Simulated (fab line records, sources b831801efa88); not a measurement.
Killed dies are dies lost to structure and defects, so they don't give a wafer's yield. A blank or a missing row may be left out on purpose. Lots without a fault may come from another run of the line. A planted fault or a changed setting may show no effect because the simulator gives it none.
fab line records | flow gf180mcu
record lots=14 wafers=42 last_day=34
route steps=602 shown POLY_GATE@158 HV_LDD@223
lots that met no fault: from a run of the same line without faults
start_h: hours from the record's first day to the start of the lot's first wafer shown | wait_h: hours since the lot's step before | " the same as in the row above | L1.1+2: a row that stands for several wafers | - no value, or no start given | * or withheld: withheld | < > ~ a bound
route shown NAME@n: a module of which the file shows steps, and the number in the route of the first | usual: mean/standard deviation of fault-free wafers | same: alike in all rows | chamber/n: place in a boat | sites: the reading at each site | _std_site: their standard deviation | _edge_site: outer sites' mean less inner sites' | radius_mm: how far each site lies from the wafer's centre | mask NAME#n: copy n | behind: the tool/chamber that last shaped the wafer | hold: why the lot was held/for how many hours/how that ended | device: the transistor (n, p or np) that didn't switch | end of line: the same wafers' tests at the end of the route | a step without rows: its recipe alone | killed: dies lost to structure and defects at the first sort, not the wafer's yield | map: a wafer's dies, x killed, . not, _ none there
set.NAME: the setting as run; set.NAME@STEP: as run at that earlier step | model.NAME: the simulator's own value behind a step, which no gauge read
steps of the route over a sample of lots; a table a step, a row a wafer
services: from which hour (start_h, from the record's first day; less than 0 if before it) a tool's chamber was out of use, for how many hours, and why
## steps
# step GF_POLY_GATE_THK_MEAS_01
# recipe reads=poly-Si_of_POLY_GATE_CVD_00
# usual POLY_GATE_CVD_00_THK=200.3/1.7
# columns lot.wafer tool chamber start_h wait_h POLY_GATE_CVD_00_THK[nm]
L690.2 film_metro-03 - 180.81 0.0 200.8
L690.4 " - " " 201.2
L690.5 " - " " 201.6
L691.2 film_metro-03 - 188.37 0.0 202.6
L691.4 " - " " 203.9
L691.5 " - " " 202.6
L693.1 film_metro-04 - 201.21 0.0 197.2
L693.3 " - " " 198.0
L693.4 " - " " 198.1
L699.1 film_metro-03 - 240.21 0.0 199.1
L699.4 " - " " 198.2
L699.5 " - " " 198.4
L700.2 film_metro-02 - 245.53 0.0 201.6
L700.4 " - " " 198.2
L700.5 " - " " 200.0
L701.1 film_metro-04 - 253.40 0.0 200.3
L701.2 " - " " 201.1
L701.3 " - " " 200.6
L705.1 film_metro-03 - 281.77 0.0 200.8
L705.2 " - " " 201.3
L705.4 " - " " 200.1
L707.2 film_metro-03 - 299.98 0.0 202.0
L707.3 " - " " 201.8
L707.5 " - " " 202.3
L708.2 film_metro-04 - 302.98 0.0 198.7
L708.3 " - " " 197.3
L708.4 " - " " 198.0
L709.4 film_metro-04 - 312.21 0.0 198.8
L709.5 " - " " 198.2
L709.6 " - " " 199.4
L710.1 film_metro-03 - 316.51 0.0 200.1
L710.3 " - " " 198.9
L710.5 " - " " 198.6
L711.1 film_metro-04 - 324.45 0.0 201.8
L711.2 " - " " 200.9
L711.3 " - " " 201.9
L712.2 film_metro-02 - 330.98 0.0 201.5
L712.3 " - " " 202.7
L712.6 " - " " 201.3
L713.3 film_metro-03 - 338.32 0.0 200.2
L713.4 " - " " 201.8
L713.5 " - " " 202.8
# step GF_HV_LDD_OVL_MEAS_47
# usual HV_LDD_03_OVL=0.6/1.4
# columns lot.wafer tool chamber start_h wait_h HV_LDD_03_OVL[nm]
L690.2 overlay-01 - 276.53 0.1 -2.2
L690.4 " - " " -0.2
L690.5 " - " " -3.1
L691.2 overlay-02 - 282.13 0.1 2.6
L691.4 " - " " 2.2
L691.5 " - " " 1.7
L693.1 overlay-01 - 297.77 0.1 -0.6
L693.3 " - " " -1.1
L693.4 " - " " -1.2
L699.1 overlay-01 - 343.28 0.1 0.1
L699.4 " - " " 0.2
L699.5 " - " " 1.7
L700.2 overlay-02 - 349.88 0.1 1.3
L700.4 " - " " 2.3
L700.5 " - " " 2.0
L701.1 overlay-02 - 359.13 0.1 1.6
L701.2 " - " " 1.6
L701.3 " - " " 1.6
L705.1 overlay-02 - 393.03 0.1 2.4
L705.2 " - " " 0.9
L705.4 " - " " 1.1
L707.2 overlay-02 - 414.22 0.1 1.3
L707.3 " - " " 0.3
L707.5 " - " " 1.5
L708.2 overlay-01 - 417.58 0.1 -1.5
L708.3 " - " " -0.7
L708.4 " - " " 0.9
L709.4 overlay-01 - 427.35 0.1 -0.5
L709.5 " - " " 0.2
L709.6 " - " " -0.5
L710.1 overlay-01 - 432.34 0.1 -1.0
L710.3 " - " " -0.9
L710.5 " - " " -1.0
L711.1 overlay-01 - 442.53 0.1 4.1
L711.2 " - " " 2.0
L711.3 " - " " 0.8
L712.2 overlay-02 - 450.58 0.1 0.8
L712.3 " - " " 1.1
L712.6 " - " " 1.5
L713.3 overlay-01 - 457.48 0.1 0.4
L713.4 " - " " 1.0
L713.5 " - " " -1.5
# step GF_HV_LDD_IMPLANT_48
# recipe species=B energy_kev=25 dose_cm2=3e+13 tilt_deg=7
# usual beam_energy_keV=24.999/0.0085 beam_on_s=10.00/0.2 tilt_deg=7.001/0.02
# columns lot.wafer tool chamber start_h wait_h beam_energy_keV beam_on_s tilt_deg
L690.2 implanter-04 0 276.59 0.0 24.987 10.31 7.015
L690.4 " 0 " " 24.991 9.86 7.024
L690.5 " 0 " " 24.987 9.94 7.029
L691.2 implanter-02 0 282.19 0.0 25.014 10.19 7.009
L691.4 " 0 " " 25.005 10.18 6.999
L691.5 " 0 " " 24.996 10.25 7.008
L693.1 implanter-02 0 297.80 0.0 24.996 10.02 7.013
L693.3 " 0 " " 25.001 9.70 6.999
L693.4 " 0 " " 25.007 10.34 6.978
L699.1 implanter-04 0 343.31 0.0 24.987 10.13 7.003
L699.4 " 0 " " 24.992 10.01 7.038
L699.5 " 0 " " 25.000 9.83 7.006
L700.2 implanter-04 0 349.94 0.0 21.272 10.19 7.010
L700.4 " 0 " " 21.270 10.09 7.024
L700.5 " 0 " " 21.270 9.76 6.998
L701.1 implanter-04 0 359.16 0.0 21.265 10.15 6.999
L701.2 " 0 " " 21.268 9.70 6.998
L701.3 " 0 " " 21.259 9.73 7.001
L705.1 implanter-02 0 393.06 0.0 25.003 9.97 6.993
L705.2 " 0 " " 24.993 10.05 6.993
L705.4 " 0 " " 24.997 9.76 7.034
L707.2 implanter-02 0 414.28 0.0 24.998 9.89 7.024
L707.3 " 0 " " 24.984 10.03 7.017
L707.5 " 0 " " 25.000 10.04 7.022
L708.2 implanter-01 0 417.64 0.0 25.002 9.93 6.989
L708.3 " 0 " " 24.993 9.91 6.996
L708.4 " 0 " " 24.995 10.20 6.980
L709.4 implanter-02 0 427.45 0.1 25.012 10.25 6.978
L709.5 " 0 " " 24.995 10.43 6.959
L709.6 " 0 " " 25.005 10.14 6.977
L710.1 implanter-04 0 432.38 0.0 25.009 9.63 7.016
L710.3 " 0 " " 24.999 9.79 7.018
L710.5 " 0 " " 24.995 10.32 7.004
L711.1 implanter-01 0 442.56 0.0 24.998 9.96 7.032
L711.2 " 0 " " 24.997 10.17 6.974
L711.3 " 0 " " 25.007 9.72 7.015
L712.2 implanter-02 0 450.64 0.0 25.004 9.89 7.004
L712.3 " 0 " " 24.995 10.05 7.018
L712.6 " 0 " " 24.998 10.36 7.013
L713.3 implanter-01 0 457.55 0.1 24.977 10.17 6.990
L713.4 " 0 " " 24.998 9.89 6.999
L713.5 " 0 " " 24.986 9.98 6.998
# step GF_HV_LDD_TW_MEAS_50
# usual HV_LDD_4_TW=565/3.8
# columns lot.wafer tool chamber start_h wait_h hold HV_LDD_4_TW
L690.2 film_metro-03 - 276.82 0.1 - 559
L690.4 " - " " - 564
L690.5 " - " " - 559
L691.2 film_metro-04 - 282.42 0.1 - 566
L691.4 " - " " - 566
L691.5 " - " " - 568
L693.1 film_metro-04 - 298.05 0.1 - 568
L693.3 " - " " - 566
L693.4 " - " " - 564
L699.1 film_metro-04 - 343.61 0.1 - 568
L699.4 " - " " - 569
L699.5 " - " " - 569
L700.2 film_metro-03 - 350.17 0.1 await_dispo/0.2h/release 541
L700.4 " - " " await_dispo/0.2h/release 541
L700.5 " - " " await_dispo/0.2h/release 543
L700.2 film_metro-03 - 350.50 0.3 - 540
L700.4 " - " " - 542
L700.5 " - " " - 540
L701.1 film_metro-01 - 359.41 0.1 await_dispo/0.2h/release 551
L701.2 " - " " await_dispo/0.2h/release 551
L701.3 " - " " await_dispo/0.2h/release 550
L701.1 film_metro-01 - 359.71 0.3 - 552
L701.2 " - " " - 553
L701.3 " - " " - 552
L705.1 film_metro-03 - 393.31 0.1 - 562
L705.2 " - " " - 562
L705.4 " - " " - 563
L707.2 film_metro-04 - 414.51 0.1 - 567
L707.3 " - " " - 567
L707.5 " - " " - 563
L708.2 film_metro-03 - 417.87 0.1 - 567
L708.3 " - " " - 565
L708.4 " - " " - 563
L709.4 film_metro-03 - 427.65 0.1 - 566
L709.5 " - " " - 566
L709.6 " - " " - 564
L710.1 film_metro-01 - 432.63 0.1 - 568
L710.3 " - " " - 568
L710.5 " - " " - 571
L711.1 film_metro-03 - 442.81 0.1 - 561
L711.2 " - " " - 563
L711.3 " - " " - 567
L712.2 film_metro-03 - 450.87 0.1 - 560
L712.3 " - " " - 562
L712.6 " - " " - 568
L713.3 film_metro-04 - 457.77 0.1 - 563
L713.4 " - " " - 565
L713.5 " - " " - 563
# step GF_HV_LDD_THK_MEAS_55
# recipe reads=SiO2_of_HV_LDD_CVD_54
# usual HV_LDD_CVD_54_THK=10.02/0.14
# columns lot.wafer tool chamber start_h wait_h HV_LDD_CVD_54_THK[nm]
L690.2 film_metro-03 - 278.15 0.0 10.09
L690.4 " - " " 9.85
L690.5 " - " " 10.01
L691.2 film_metro-04 - 284.25 0.0 10.09
L691.4 " - " " 10.11
L691.5 " - " " 10.07
L693.1 film_metro-04 - 299.37 0.0 9.95
L693.3 " - " " 10.05
L693.4 " - " " 10.04
L699.1 film_metro-03 - 344.93 0.0 9.67
L699.4 " - " " 9.72
L699.5 " - " " 9.83
L700.2 film_metro-04 - 354.94 0.0 9.96
L700.4 " - " " 9.82
L700.5 " - " " 9.88
L701.1 film_metro-04 - 361.32 0.0 9.75
L701.2 " - " " 9.81
L701.3 " - " " 9.74
L705.1 film_metro-01 - 394.64 0.0 9.91
L705.2 " - " " 9.90
L705.4 " - " " 9.85
L707.2 film_metro-04 - 415.83 0.0 10.26
L707.3 " - " " 10.17
L707.5 " - " " 10.12
L708.2 film_metro-04 - 419.19 0.0 9.90
L708.3 " - " " 9.86
L708.4 " - " " 10.07
L709.4 film_metro-03 - 429.59 0.0 10.32
L709.5 " - " " 10.30
L709.6 " - " " 10.27
L710.1 film_metro-01 - 433.95 0.0 10.02
L710.3 " - " " 9.80
L710.5 " - " " 9.85
L711.1 film_metro-01 - 444.13 0.0 10.23
L711.2 " - " " 10.08
L711.3 " - " " 10.18
L712.2 film_metro-04 - 452.19 0.0 10.01
L712.3 " - " " 10.07
L712.6 " - " " 10.19
L713.3 film_metro-03 - 459.09 0.0 10.12
L713.4 " - " " 10.01
L713.5 " - " " 10.10
## services
# columns tool chamber start_h hours kind
implanter-02 - 275.33 1.4 repair
implanter-01 - 294.17 74.9 repair
implanter-01 - 340.60 3.6 repair
implanter-01 - 369.02 4.9 pm
implanter-02 - 403.00 5.8 pm
implanter-04 - 446.56 4.4 repair
## key
first_sign step=GF_HV_LDD_IMPLANT_48 reading=beam_energy_keV direction=down sigmas=99+ usual=24.999 struck=21.267
effect step=GF_HV_LDD_TW_MEAS_50 reading=visit direction=added
met_at GF_HV_LDD_IMPLANT_48
struck_lots L700,L701
tester_left_out L700,L701
not_acting_at GF_POLY_GATE_THK_MEAS_01,GF_HV_LDD_OVL_MEAS_47,GF_HV_LDD_THK_MEAS_55
onset_between 343.31 349.94
fault kind=process_parameter_drift tool=implanter-04 chamber=- onset_h=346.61 steps=GF_HV_LDD_IMPLANT_48 channel=energy_kev offset=-3.7313 shape=step end_h=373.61 acts_in=these_recipes_only stated=25
# tester_left_out: of these lots the tester's yield and bins aren't shown, on N5 and GAA mostly nor the transistor test; their killed dies are dies lost to structure and defects alone, not to doping, threshold or leakage, so they don't give the yield
